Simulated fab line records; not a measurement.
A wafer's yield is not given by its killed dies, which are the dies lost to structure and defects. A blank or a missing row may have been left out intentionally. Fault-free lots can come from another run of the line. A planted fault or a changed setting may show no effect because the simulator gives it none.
2 desks, one fault    flow gf180mcu    only its own numbers are on each desk; what lay behind them is given at the end

DESK OF THE TOOL OWNER: implanter-01
GF_HV_LDD_IMPLANT_33, tool's own readings: per-lot mean of the sampled wafers with a number, covering each lot this tool ran. If a lot's mean is further than 4 standard deviations from the usual mean, the lot is out of limits and carries the mark OUT (the distance appears in the brackets).
Columns: A = dose ions cm2 at GF_HV_LDD_IMPLANT_33, usual 7.5e+12; B = end station pressure torr at GF_HV_LDD_IMPLANT_33, usual 5.03e-06 Torr; C = faraday current uA at GF_HV_LDD_IMPLANT_33, usual 42.3
lot   first seen here  A                  B         C
L799  day 11 07:04     7.5e+12            5.00e-06  42.9
L805  day 13 08:04     7.5e+12            4.96e-06  42.6
L808  day 14 12:25     7.8e+12 (+41) OUT  5.18e-06  44.8
L811  day 15 14:28     7.8e+12 (+42) OUT  4.93e-06  44.5
This desk finds L808, L811 out of limits, L808 being first, at day 14 12:25 (dose ions cm2 at GF_HV_LDD_IMPLANT_33). L799, L805: within limits.

THE METROLOGY DESK
Lot by lot, what the gauges showed, no matter which tool ran the lot: averages of those sampled wafers that carry a number. If a lot's mean is further than 4 standard deviations from the usual mean, the lot is out of limits and carries the mark OUT (the distance appears in the brackets).
Columns: A = HV_LDD_4_TW at GF_HV_LDD_TW_MEAS_50, usual 569
lot   first seen here  A
L799  day 12 03:10     571
L801  day 12 22:52     570
L803  day 13 14:28     564
L805  day 14 05:08     567
L808  day 15 10:29     565
L811  day 16 13:17     573
L814  day 17 14:28     567
L815  day 17 22:58     568
L817  day 18 15:34     569
L818  day 18 20:08     572
L819  day 19 04:52     569
L821  day 19 23:05     568
L822  day 20 09:04     570
Finding of this desk: none of the 13 lots has anything out of limits.

PUT TOGETHER
The tool owner's desk could have raised an alarm at day 14 12:25, on L808, L811.
Nothing out of limits was seen by the metrology desk.
The metrology desk holds a record of L808, L811, inside its limits.
GF_HV_LDD_IMPLANT_33 was run on implanter-01 by each of the lots named.

WHAT HAD BEEN PUT IN BY THE SIMULATOR
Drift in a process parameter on implanter-01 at GF_HV_LDD_IMPLANT_33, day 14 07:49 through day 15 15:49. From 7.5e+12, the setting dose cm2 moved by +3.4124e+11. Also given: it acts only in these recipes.
Lots struck among those shown: L808, L811.
Each desk's first reading out of limits, in hours after the fault started: the tool owner's desk, 5.
